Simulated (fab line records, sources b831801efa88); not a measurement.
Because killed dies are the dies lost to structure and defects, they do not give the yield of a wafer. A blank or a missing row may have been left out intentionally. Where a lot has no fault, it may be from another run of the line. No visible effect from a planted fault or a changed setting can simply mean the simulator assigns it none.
Which of the tools did it? ; flow gf180mcu ; 13 lots with 39 wafers sampled at 5 steps, on a route of 602 steps

WHAT EACH GAUGE READ, for each wafer
GF_PSD_OVL_MEAS_08.
lot;measured;on;PSD_OVL (nm)
L692;day 14 14:03;overlay-01;-0.4 -0.5 -1.1
L695;day 15 12:42;overlay-01;2.4 2.4 2.4
L698;day 16 09:31;overlay-02;-1.6 -0.5 -0.7
L699;day 16 14:43;overlay-02;0.8 -0.7 0.1
L705;day 18 21:11;overlay-01;-1.4 -1.0 0.2
L707;day 19 11:27;overlay-02;-2.2 -3.6 -2.5
L709;day 20 05:47;overlay-02;2.6 -0.6 2.0
L710;day 20 11:23;overlay-02;-1.5 -0.3 1.0
L711;day 21 00:57;overlay-02;2.0 2.6 1.0
L712;day 21 05:43;overlay-01;0.5 1.0 1.1
L713;day 21 12:49;overlay-01;-0.8 -1.8 1.1
L714;day 21 20:02;overlay-02;1.4 0.0 0.7
L715;day 22 05:40;overlay-02;0.6 0.4 -1.2

GF_SAB_OVL_MEAS_10.
lot;measured;on;SAB_OVL (nm)
L692;day 15 11:48;overlay-02;0.2 -1.7 -0.3
L695;day 16 11:47;overlay-01;0.2 1.0 1.3
L698;day 17 09:17;overlay-01;-1.3 -3.6 -2.0
L699;day 17 14:02;overlay-01;0.2 1.0 2.6
L705;day 19 22:26;overlay-01;-0.9 0.4 0.2
L707;day 20 12:05;overlay-01;1.7 2.1 1.7
L709;day 21 06:07;overlay-02;-0.9 -1.8 -4.0
L710;day 21 11:56;overlay-01;0.1 -0.1 -0.4
L711;day 22 01:29;overlay-02;-2.1 -3.0 -1.7
L712;day 22 05:57;overlay-01;-1.8 -1.4 -1.7
L713;day 22 12:56;overlay-02;1.0 1.6 0.1
L714;day 22 19:50;overlay-01;1.8 2.0 0.5
L715;day 23 05:50;overlay-01;-0.9 -1.4 0.9

GF_CONTACT_THK_MEAS_01.
lot;measured;on;CONTACT_CVD_00_THK (nm)
L692;day 15 12:46;filmMetro-01;299.8 303.1 298.7
L695;day 16 12:45;filmMetro-03;299.7 296.9 297.0
L698;day 17 10:14;filmMetro-03;237.3 244.5 238.6
L699;day 17 15:01;filmMetro-03;242.9 244.8 240.6
L705;day 19 23:24;filmMetro-01;300.1 306.3 298.2
L707;day 20 13:03;filmMetro-01;300.3 302.2 301.4
L709;day 21 07:04;filmMetro-03;293.2 298.1 295.7
L710;day 21 12:53;filmMetro-03;302.9 301.9 300.6
L711;day 22 02:25;filmMetro-03;298.9 304.3 301.4
L712;day 22 06:55;filmMetro-04;301.2 304.2 300.4
L713;day 22 13:54;filmMetro-04;306.8 303.2 302.2
L714;day 22 20:47;filmMetro-01;299.0 296.4 299.4
L715;day 23 06:47;filmMetro-01;300.7 304.0 299.3

TOOL THAT RAN EACH LOT (tool first, then ch and the chambers of the sampled wafers, then the start)
lot;GF_SALICIDE_SPUTTER_02;GF_CONTACT_CVD_00
L692;pvdSputter-02, day 15 12:10;hdpcvd-01 ch 0,2, day 15 12:42
L695;pvdSputter-04, day 16 12:10;hdpcvd-01 ch 0,1,2, day 16 12:41
L698;pvdSputter-04, day 17 09:39;hdpcvd-02 ch 0,1, day 17 10:11
L699;pvdSputter-02, day 17 14:25;hdpcvd-02 ch 0,2, day 17 14:57
L705;pvdSputter-01, day 19 22:49;hdpcvd-01 ch 1,2, day 19 23:21
L707;pvdSputter-01, day 20 12:28;hdpcvd-02 ch 1,2, day 20 12:59
L709;pvdSputter-01, day 21 06:29;hdpcvd-02 ch 1,2, day 21 07:01
L710;pvdSputter-04, day 21 12:17;hdpcvd-01 ch 0,1,2, day 21 12:50
L711;pvdSputter-02, day 22 01:50;hdpcvd-01 ch 0,1,2, day 22 02:22
L712;pvdSputter-02, day 22 06:18;hdpcvd-02 ch 0,1,2, day 22 06:52
L713;pvdSputter-04, day 22 13:20;hdpcvd-02 ch 0,2, day 22 13:51
L714;pvdSputter-02, day 22 20:13;hdpcvd-02 ch 1,2, day 22 20:44
L715;pvdSputter-02, day 23 06:13;hdpcvd-02 ch 0,2, day 23 06:44
- GF_SALICIDE_SPUTTER_02: material Co, target thk 10 nm, time 20 s.
- GF_CONTACT_CVD_00: deposits SiO2, target thk 300 nm, time 50 s.

AS READ BY THE TOOLS THEMSELVES (means over the sampled wafers that have a number; for cases with no such wafer, the mark the record gives instead)
GF_SALICIDE_SPUTTER_02.
lot;tool;throttleValvePct (%)
L692;pvdSputter-02;30.0
L695;pvdSputter-04;30.2
L698;pvdSputter-04;30.4
L699;pvdSputter-02;29.9
L705;pvdSputter-01;30.0
L707;pvdSputter-01;29.7
L709;pvdSputter-01;30.0
L710;pvdSputter-04;29.9
L711;pvdSputter-02;29.7
L712;pvdSputter-02;30.0
L713;pvdSputter-04;30.2
L714;pvdSputter-02;29.7
L715;pvdSputter-02;29.9

GF_CONTACT_CVD_00.
lot;tool;sih4FlowSccm (sccm)
L692;hdpcvd-01;59.94
L695;hdpcvd-01;60.00
L698;hdpcvd-02;48.21
L699;hdpcvd-02;48.08
L705;hdpcvd-01;60.08
L707;hdpcvd-02;59.98
L709;hdpcvd-02;59.79
L710;hdpcvd-01;59.89
L711;hdpcvd-01;59.95
L712;hdpcvd-02;59.85
L713;hdpcvd-02;59.85
L714;hdpcvd-02;60.21
L715;hdpcvd-02;60.03

THE ANSWER, worked out from the rows above alone
Rule: what is usual is taken from the lots themselves. Put in order of their means at a reading, lots are off if they are a third of the lots or fewer, leave a main group of 4 or more, and stand apart from it by a gap of 3 or more times the standard deviation of the main group's means; of several such gaps the widest counts. If all means in a main group match to the digits the tables above print for the reading, that group is not used. Also off: a lot with no number at a reading for which 4 or more lots have one. The other lots that the step has rows for count as sound. First the gauges in route order, then the tools' own readings, where a lot's mean is used as printed above. At the first step where some lot is off, the reading lying furthest off is the one used; lots without a number count as furthest.
Off: at GF_CONTACT_THK_MEAS_01 (CONTACT_CVD_00_THK), L698, L699. Mean 300.5 nm and standard deviation 2.2 in the main group.
If a tool, at a process step before that reading, ran all the lots that are off and no sound lot after the first of them, it fits. Not tried: the gauges at GF_CONTACT_THK_MEAS_01; whatever is off there is also off at GF_CONTACT_CVD_00, on other tools, and gauge error can't account for it. No candidate that was tried fits.

WHAT THE SIMULATOR HAD INSERTED
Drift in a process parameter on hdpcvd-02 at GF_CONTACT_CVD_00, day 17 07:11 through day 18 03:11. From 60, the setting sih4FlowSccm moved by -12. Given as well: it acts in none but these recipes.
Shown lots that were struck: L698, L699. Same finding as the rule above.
